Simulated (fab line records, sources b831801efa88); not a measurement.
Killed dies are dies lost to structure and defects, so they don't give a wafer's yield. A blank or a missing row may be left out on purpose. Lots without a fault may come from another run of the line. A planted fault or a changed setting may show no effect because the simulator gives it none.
fab line records | flow sky130
record lots=13 wafers=39 last_day=50
route steps=708 shown FIELD_ISO@1 NWELL@63 PAD_OPEN@708
lots that met no fault: from a run of the same line without faults
start_h: hours from the record's first day to the start of the lot's first wafer shown | wait_h: hours since the lot's step before | " the same as in the row above | L1.1+2: a row that stands for several wafers | - no value, or no start given | * or withheld: withheld | < > ~ a bound
route shown NAME@n: a module of which the file shows steps, and the number in the route of the first | usual: mean/standard deviation of fault-free wafers | same: alike in all rows | chamber/n: place in a boat | sites: the reading at each site | _std_site: their standard deviation | _edge_site: outer sites' mean less inner sites' | radius_mm: how far each site lies from the wafer's centre | mask NAME#n: copy n | behind: the tool/chamber that last shaped the wafer | hold: why the lot was held/for how many hours/how that ended | device: the transistor (n, p or np) that didn't switch | end of line: the same wafers' tests at the end of the route | a step without rows: its recipe alone | killed: dies lost to structure and defects at the first sort, not the wafer's yield | map: a wafer's dies, x killed, . not, _ none there
set.NAME: the setting as run; set.NAME@STEP: as run at that earlier step | model.NAME: the simulator's own value behind a step, which no gauge read
steps of the route over a sample of lots; a table a step, a row a wafer
services: from which hour (start_h, from the record's first day; less than 0 if before it) a tool's chamber was out of use, for how many hours, and why
## steps
# step SKY_FIELD_ISO_BOW_MEAS_00
# recipe mode=bow
# usual INCOMING_BOW=0/6.5
# columns lot.wafer tool chamber start_h wait_h INCOMING_BOW[um]
L495.2 film_metro-04 - 10.02 - 9
L495.3 " - " " -13
L495.6 " - " " 2
L498.2 film_metro-02 - 25.02 - -10
L498.4 " - " " 3
L498.6 " - " " 2
L500.2 film_metro-04 - 35.02 - -6
L500.3 " - " " 9
L500.6 " - " " -7
L501.2 film_metro-02 - 40.02 - 4
L501.3 " - " " 5
L501.4 " - " " 1
L503.2 film_metro-04 - 50.02 - 5
L503.3 " - " " 0
L503.5 " - " " 2
L505.1 film_metro-02 - 60.00 - 7
L505.4 " - " " 2
L505.5 " - " " 1
L506.2 film_metro-03 - 65.02 - 3
L506.3 " - " " -5
L506.4 " - " " 3
L513.2 film_metro-02 - 100.02 - -19
L513.4 " - " " -8
L513.6 " - " " -1
L514.1 film_metro-02 - 105.00 - 6
L514.5 " - " " 5
L514.6 " - " " 2
L515.1 film_metro-02 - 110.00 - 0
L515.3 " - " " -1
L515.4 " - " " 0
L516.1 film_metro-04 - 115.00 - -5
L516.4 " - " " 6
L516.5 " - " " 6
L517.1 film_metro-03 - 120.00 - -8
L517.3 " - " " -7
L517.4 " - " " 3
L518.2 film_metro-02 - 125.02 - 10
L518.4 " - " " 13
L518.5 " - " " -1
# step SKY_FIELD_ISO_ETCH_15
# recipe chemistry=CHF3/O2 target_depth_nm=180 stop_on=Si source_w=600 bias_w=200 pressure_mtorr=40 chf3_flow_sccm=50 O2_flow_sccm=5 time_s=72
# usual drypump_motor_current_A=5.93/0.28 oes_product_au=0.944/0.0072 throttle_valve_pct=8.844/0.0098
# columns lot.wafer tool chamber start_h wait_h drypump_motor_current_A oes_product_au rf_hours_counter_h throttle_valve_pct
L495.2 rie_diel-04 0 28.86 0.0 5.69 0.953 26 8.852
L495.3 " 1 " " 6.15 0.936 94 8.855
L495.6 " 1 " " 6.18 0.944 - 8.848
L498.2 rie_diel-02 3 45.74 0.0 5.93 0.947 125 8.833
L498.4 " 1 " " 6.27 0.937 67 8.856
L498.6 " 3 " " 5.93 0.941 - 8.845
L500.2 rie_diel-01 2 54.05 0.0 6.02 0.944 43 8.845
L500.3 " 1 " " 5.44 0.946 68 8.860
L500.6 " 0 " " 5.67 0.940 - 8.857
L501.2 rie_diel-02 1 62.16 0.0 6.24 0.958 67 8.856
L501.3 " 0 " " 5.74 0.952 16 8.854
L501.4 " 3 " " 5.92 0.954 126 8.860
L503.2 rie_diel-01 2 69.91 0.0 6.04 0.953 43 8.830
L503.3 " 0 " " 5.66 0.955 10 8.831
L503.5 " 1 " " 5.46 0.949 - 8.851
L505.1 rie_diel-04 2 82.01 0.0 5.73 0.957 27 8.844
L505.4 " 3 " " 5.88 0.943 117 8.853
L505.5 " 2 " " 5.72 0.951 - 8.836
L506.2 rie_diel-04 2 85.99 0.0 5.72 0.947 27 8.854
L506.3 " 3 " " 5.89 0.944 117 8.839
L506.4 " 0 " " 5.68 0.949 27 8.854
L513.2 rie_diel-02 0 120.70 0.0 5.71 0.943 17 8.839
L513.4 " 1 " " 6.27 0.932 69 8.822
L513.6 " 1 " " 6.25 0.943 - 8.861
L514.1 rie_diel-02 3 128.64 0.0 5.94 0.925 127 8.856
L514.5 " 0 " " 5.74 0.935 - 8.852
L514.6 " 1 " " 6.28 0.939 - 8.824
L515.1 rie_diel-01 2 133.35 0.0 6.05 0.951 45 8.853
L515.3 " 0 " " 5.68 0.953 12 8.854
L515.4 " 3 " " 6.44 0.950 23 8.834
L516.1 rie_diel-01 0 137.26 0.0 5.67 0.957 12 8.852
L516.4 " 3 " " 6.47 0.951 23 8.848
L516.5 " 3 " " 6.47 0.949 - 8.850
L517.1 rie_diel-02 3 143.59 0.0 5.92 0.936 127 8.832
L517.3 " 2 " " 5.97 0.943 53 8.842
L517.4 " 0 " " 5.76 0.932 18 8.849
L518.2 rie_diel-01 3 148.59 0.0 6.49 0.939 23 8.848
L518.4 " 1 " " 5.43 0.939 70 8.857
L518.5 " 0 " " 5.68 0.945 - 8.838
# step SKY_NWELL_OVL_MEAS_10
# usual NWELL_00_OVL=-0.1/1.6
# columns lot.wafer tool chamber start_h wait_h NWELL_00_OVL[nm]
L495.2 overlay-01 - 86.18 - 0.9
L495.3 " - " " 0.4
L495.6 " - " " -0.1
L498.2 overlay-01 - 103.43 - 0.8
L498.4 " - " " -1.1
L498.6 " - " " -0.7
L500.2 overlay-01 - 113.99 - 0.4
L500.3 " - " " 1.7
L500.6 " - " " 1.7
L501.2 overlay-02 - 121.34 - -1.4
L501.3 " - " " -1.6
L501.4 " - " " 1.9
L503.2 overlay-02 - 129.93 - -1.7
L503.3 " - " " -2.6
L503.5 " - " " -2.6
L505.1 overlay-01 - 143.30 - 1.8
L505.4 " - " " 1.6
L505.5 " - " " 0.7
L506.2 overlay-02 - 146.81 - 0.2
L506.3 " - " " 0.8
L506.4 " - " " -0.2
L513.2 overlay-02 - 189.51 - -0.7
L513.4 " - " " -1.3
L513.6 " - " " -1.9
L514.1 overlay-02 - 200.93 - 0.8
L514.5 " - " " 0.9
L514.6 " - " " 2.0
L515.1 overlay-02 - 207.00 - -1.5
L515.3 " - " " 1.7
L515.4 " - " " 1.2
L516.1 overlay-01 - 212.63 - 2.3
L516.4 " - " " 0.6
L516.5 " - " " 1.1
L517.1 overlay-01 - 213.78 - 3.2
L517.3 " - " " 3.5
L517.4 " - " " 0.6
L518.2 overlay-02 - 217.24 - -1.8
L518.4 " - " " -1.3
L518.5 " - " " -1.3
# step SKY_NWELL_EXPOSE_20
# recipe mask_id=NWM_COMPLEMENT na=0.6 source_shape=conventional sigma_outer=0.6 polarization=unpolarized target_cd_nm=840 dose_mj=260
# usual reticle_temp_C=23.03/0.11
# same sigma_outer=0.6
# columns lot.wafer tool chamber start_h wait_h mask reticle_temp_C
L495.2 iline_stepper-01 0 95.59 - NWM_COMPLEMENT#0 23.09
L495.3 " 0 " " NWM_COMPLEMENT#0 22.92
L495.6 " 0 " " NWM_COMPLEMENT#0 23.01
L498.2 iline_stepper-02 0 112.87 - NWM_COMPLEMENT#0 23.00
L498.4 " 0 " " NWM_COMPLEMENT#0 23.02
L498.6 " 0 " " NWM_COMPLEMENT#0 23.12
L500.2 iline_stepper-01 0 123.19 - NWM_COMPLEMENT#0 23.04
L500.3 " 0 " " NWM_COMPLEMENT#0 23.13
L500.6 " 0 " " NWM_COMPLEMENT#0 23.01
L501.2 iline_stepper-01 0 130.60 - NWM_COMPLEMENT#0 23.01
L501.3 " 0 " " NWM_COMPLEMENT#0 23.16
L501.4 " 0 " " NWM_COMPLEMENT#0 22.95
L503.2 iline_stepper-01 0 140.25 - NWM_COMPLEMENT#0 23.00
L503.3 " 0 " " NWM_COMPLEMENT#0 22.94
L503.5 " 0 " " NWM_COMPLEMENT#0 23.14
L505.1 iline_stepper-02 0 153.03 - NWM_COMPLEMENT#0 23.09
L505.4 " 0 " " NWM_COMPLEMENT#0 22.91
L505.5 " 0 " " NWM_COMPLEMENT#0 23.18
L506.2 iline_stepper-01 0 157.44 - NWM_COMPLEMENT_R1#0 22.95
L506.3 " 0 " " NWM_COMPLEMENT_R1#0 23.03
L506.4 " 0 " " NWM_COMPLEMENT_R1#0 23.01
L513.2 iline_stepper-01 0 200.73 - NWM_COMPLEMENT#0 22.92
L513.4 " 0 " " NWM_COMPLEMENT#0 22.81
L513.6 " 0 " " NWM_COMPLEMENT#0 23.03
L514.1 iline_stepper-01 0 212.63 - NWM_COMPLEMENT#0 22.84
L514.5 " 0 " " NWM_COMPLEMENT#0 22.95
L514.6 " 0 " " NWM_COMPLEMENT#0 23.15
L515.1 iline_stepper-02 0 218.04 - NWM_COMPLEMENT#0 23.09
L515.3 " 0 " " NWM_COMPLEMENT#0 23.06
L515.4 " 0 " " NWM_COMPLEMENT#0 23.08
L516.1 iline_stepper-02 0 224.30 - NWM_COMPLEMENT#0 23.05
L516.4 " 0 " " NWM_COMPLEMENT#0 23.20
L516.5 " 0 " " NWM_COMPLEMENT#0 23.14
L517.1 iline_stepper-02 0 225.75 - NWM_COMPLEMENT#0 23.02
L517.3 " 0 " " NWM_COMPLEMENT#0 22.82
L517.4 " 0 " " NWM_COMPLEMENT#0 23.06
L518.2 iline_stepper-01 0 229.39 - NWM_COMPLEMENT#0 22.96
L518.4 " 0 " " NWM_COMPLEMENT#0 22.99
L518.5 " 0 " " NWM_COMPLEMENT#0 23.00
# step SKY_PAD_OPEN_PROBE_99
# usual killed_at_M0_to_M3=43/7 killed_at_M4_up=3.1/2 killed_at_contacts=24/5.3 killed_at_front_end=15/4.2 killed_at_other=0.4/0.66 killed_dies=86/9.5 killed_open=47/7.4 killed_short=38/6.2
# same gross_dies=492 killed_at_back_side=0
# columns lot.wafer tool chamber start_h wait_h killed_at_M0_to_M3 killed_at_M4_up killed_at_contacts killed_at_front_end killed_at_other killed_dies killed_open killed_short
L495.2 prober-01 - 1074.82 0.1 44 7 27 9 0 87 41 46
L495.3 prober-01 - 1074.87 0.2 45 6 23 12 0 86 48 38
L495.6 prober-01 - 1075.02 0.2 45 2 19 14 0 80 54 26
L503.2 prober-01 - 1123.49 0.1 37 3 25 14 0 79 43 36
L503.3 prober-01 - 1123.54 0.2 37 2 24 23 0 86 42 44
L503.5 prober-01 - 1123.64 0.2 45 4 27 11 0 87 51 36
L513.2 prober-02 - 1177.40 0.1 42 3 33 17 0 95 52 42
L513.4 prober-02 - 1177.50 0.2 57 3 18 11 1 90 47 43
L513.6 prober-02 - 1177.60 0.2 40 2 17 17 0 76 33 40
L515.1 prober-02 - 1185.02 0.1 31 2 24 16 1 74 40 33
L515.3 prober-02 - 1185.12 0.2 47 3 28 20 1 99 52 46
L515.4 prober-02 - 1185.17 0.2 51 3 24 21 0 99 58 41
L517.1 prober-02 - 1193.52 0.1 43 1 24 17 0 85 46 39
L517.3 prober-02 - 1193.62 0.2 46 0 21 17 1 85 47 38
L517.4 prober-02 - 1193.67 0.2 37 0 19 19 1 76 42 34
L518.2 prober-01 - 1194.86 0.1 38 1 27 9 0 75 38 37
L518.4 prober-01 - 1194.96 0.2 37 1 28 12 3 81 40 40
L518.5 prober-01 - 1195.01 0.2 35 4 17 13 1 70 30 38
# killed by level:class
L495.2 CONTACT:geometric_particle:open=11 CONTACT:geometric_particle:short=8 METAL1:geometric_particle:short=7 VIA1:geometric_particle:open=7 VIA2:geometric_particle:open=7 LI_CONTACT:geometric_particle:open=6 METAL2:geometric_particle:short=6 VIA1:geometric_particle:short=5
L495.3 LI_CONTACT:geometric_particle:open=10 VIA1:geometric_particle:open=8 METAL4:geometric_particle:short=6 VIA3:geometric_particle:open=6 LI_CONTACT:geometric_particle:short=5 METAL1:geometric_particle:open=5 METAL2:geometric_particle:short=5 VIA2:geometric_particle:open=5
L495.6 VIA1:geometric_particle:open=15 CONTACT:geometric_particle:open=9 VIA2:geometric_particle:open=9 LI_CONTACT:geometric_particle:open=7 FIELD_ISO:geometric_particle:open=5 METAL2:geometric_particle:short=5 FIELD_ISO:geometric_particle:short=4 METAL3:geometric_particle:short=3
L503.2 CONTACT:geometric_particle:open=8 VIA1:geometric_particle:open=8 LI_CONTACT:geometric_particle:open=7 METAL1:geometric_particle:short=6 METAL3:geometric_particle:short=5 VIA3:geometric_particle:open=5 VIA2:geometric_particle:open=4 POLY_GATE:geometric_particle:open=4
L503.3 CONTACT:geometric_particle:open=10 FIELD_ISO:geometric_particle:short=8 METAL1:geometric_particle:short=8 FIELD_ISO:geometric_particle:open=7 LI_CONTACT:geometric_particle:open=7 VIA2:geometric_particle:open=6 VIA1:geometric_particle:open=5 METAL2:geometric_particle:short=5
L503.5 VIA1:geometric_particle:open=12 CONTACT:geometric_particle:open=10 VIA2:geometric_particle:open=6 LI_CONTACT:geometric_particle:open=5 CONTACT:geometric_particle:short=5 VIA3:geometric_particle:open=4 METAL1:geometric_particle:short=4 METAL3:geometric_particle:short=4
L513.2 LI_CONTACT:geometric_particle:open=17 VIA2:geometric_particle:open=10 CONTACT:geometric_particle:short=7 VIA3:geometric_particle:open=6 FIELD_ISO:geometric_particle:short=5 POLY_GATE:geometric_particle:short=5 VIA1:geometric_particle:short=5 VIA1:geometric_particle:open=5
L513.4 VIA1:geometric_particle:open=10 METAL2:geometric_particle:short=8 METAL3:geometric_particle:short=8 VIA3:geometric_particle:open=7 LI_CONTACT:geometric_particle:open=6 CONTACT:geometric_particle:open=6 METAL1:geometric_particle:short=6 VIA2:geometric_particle:open=5
L513.6 VIA1:geometric_particle:short=8 METAL1:geometric_particle:short=6 VIA1:geometric_particle:open=6 CONTACT:geometric_particle:short=5 CONTACT:geometric_particle:open=5 VIA2:geometric_particle:open=5 POLY_GATE:geometric_particle:short=4 POLY_GATE:geometric_particle:open=4
L515.1 CONTACT:geometric_particle:open=8 VIA2:geometric_particle:open=7 LOCAL_INTERCONNECT:geometric_particle:short=6 VIA1:geometric_particle:open=6 FIELD_ISO:geometric_particle:short=5 LI_CONTACT:geometric_particle:open=5 CONTACT:geometric_particle:short=5 VIA3:geometric_particle:open=5
L515.3 CONTACT:geometric_particle:open=10 LI_CONTACT:geometric_particle:open=9 VIA1:geometric_particle:open=9 POLY_GATE:geometric_particle:short=7 VIA3:geometric_particle:open=7 VIA1:geometric_particle:short=6 LOCAL_INTERCONNECT:geometric_particle:short=6 METAL2:geometric_particle:short=6
L515.4 VIA1:geometric_particle:open=12 LI_CONTACT:geometric_particle:open=8 VIA3:geometric_particle:open=8 VIA2:geometric_particle:open=7 FIELD_ISO:geometric_particle:open=6 VIA1:geometric_particle:short=6 CONTACT:geometric_particle:open=6 METAL1:geometric_particle:short=5
L517.1 VIA1:geometric_particle:open=11 CONTACT:geometric_particle:open=9 VIA1:geometric_particle:short=8 METAL2:geometric_particle:short=6 CONTACT:geometric_particle:short=5 VIA3:geometric_particle:open=5 VIA2:geometric_particle:open=4 FIELD_ISO:geometric_particle:open=4
L517.3 VIA1:geometric_particle:open=16 LI_CONTACT:geometric_particle:open=11 FIELD_ISO:geometric_particle:short=9 METAL1:geometric_particle:short=6 VIA3:geometric_particle:open=5 FIELD_ISO:geometric_particle:open=4 CONTACT:geometric_particle:open=4 METAL2:geometric_particle:short=4
L517.4 VIA1:geometric_particle:open=11 LI_CONTACT:geometric_particle:open=6 VIA3:geometric_particle:open=6 CONTACT:geometric_particle:open=5 VIA1:geometric_particle:short=5 FIELD_ISO:geometric_particle:short=4 VIA2:geometric_particle:open=4 FIELD_ISO:geometric_particle:open=4
L518.2 VIA1:geometric_particle:short=9 CONTACT:geometric_particle:short=7 CONTACT:geometric_particle:open=7 VIA1:geometric_particle:open=6 VIA2:geometric_particle:open=5 LI_CONTACT:geometric_particle:open=5 VIA3:geometric_particle:open=5 METAL2:geometric_particle:short=5
L518.4 VIA1:geometric_particle:open=10 LI_CONTACT:geometric_particle:short=7 CONTACT:geometric_particle:open=7 VIA3:geometric_particle:open=6 LI_CONTACT:geometric_particle:open=5 POLY_GATE:geometric_particle:open=4 METAL1:geometric_particle:short=4 LOCAL_INTERCONNECT:geometric_particle:short=4
L518.5 CONTACT:geometric_particle:open=9 VIA3:geometric_particle:short=7 FIELD_ISO:geometric_particle:short=5 METAL2:geometric_particle:short=5 METAL3:geometric_particle:short=5 POLY_GATE:geometric_particle:open=4 VIA3:geometric_particle:open=4 LI_CONTACT:geometric_particle:short=3
## services
# columns tool chamber start_h hours kind
iline_stepper-01 - 7.81 14.3 repair
rie_diel-02 3 38.84 4.0 repair
iline_stepper-01 0 74.92 - calibration
rie_diel-04 - 89.81 0.8 repair
rie_diel-04 3 95.60 4.8 repair
rie_diel-01 3 107.15 15.4 repair
iline_stepper-02 0 111.19 - calibration
iline_stepper-01 - 111.62 1.7 pm
rie_diel-01 1 122.97 2.8 repair
rie_diel-01 1 140.11 7.0 repair
rie_diel-01 1 151.66 8.3 repair
rie_diel-04 0 162.59 4.0 repair
rie_diel-02 2 166.02 11.5 repair
rie_diel-02 1 188.25 10.9 repair
rie_diel-01 0 188.52 18.5 repair
iline_stepper-01 - 191.74 4.4 pm
iline_stepper-02 - 191.95 0.6 repair
iline_stepper-02 - 202.75 1.7 pm
rie_diel-01 - 206.23 0.8 repair
rie_diel-01 - 208.30 0.2 repair
rie_diel-02 2 211.91 2.0 repair
rie_diel-01 3 215.52 1.6 repair
iline_stepper-01 - 216.73 2.1 pm
iline_stepper-01 - 218.81 - consumable_replace:lamp
## key
first_sign step=SKY_NWELL_EXPOSE_20 reading=mask direction=changed
effect none on later readings
met_at SKY_NWELL_EXPOSE_20
struck_lots L506
tester_left_out L506
not_acting_at SKY_FIELD_ISO_BOW_MEAS_00,SKY_FIELD_ISO_ETCH_15,SKY_NWELL_OVL_MEAS_10
onset_between 140.25 157.44
fault kind=wrong_mask tool=any chamber=- onset_h=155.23 steps=SKY_NWELL_EXPOSE_20 aux_copy=NWM_COMPLEMENT_R1#0 cd_offset_nm=-101 scope=struck_lots_only
# tester_left_out: of these lots the tester's yield and bins aren't shown, on N5 and GAA mostly nor the transistor test; their killed dies are dies lost to structure and defects alone, not to doping, threshold or leakage, so they don't give the yield
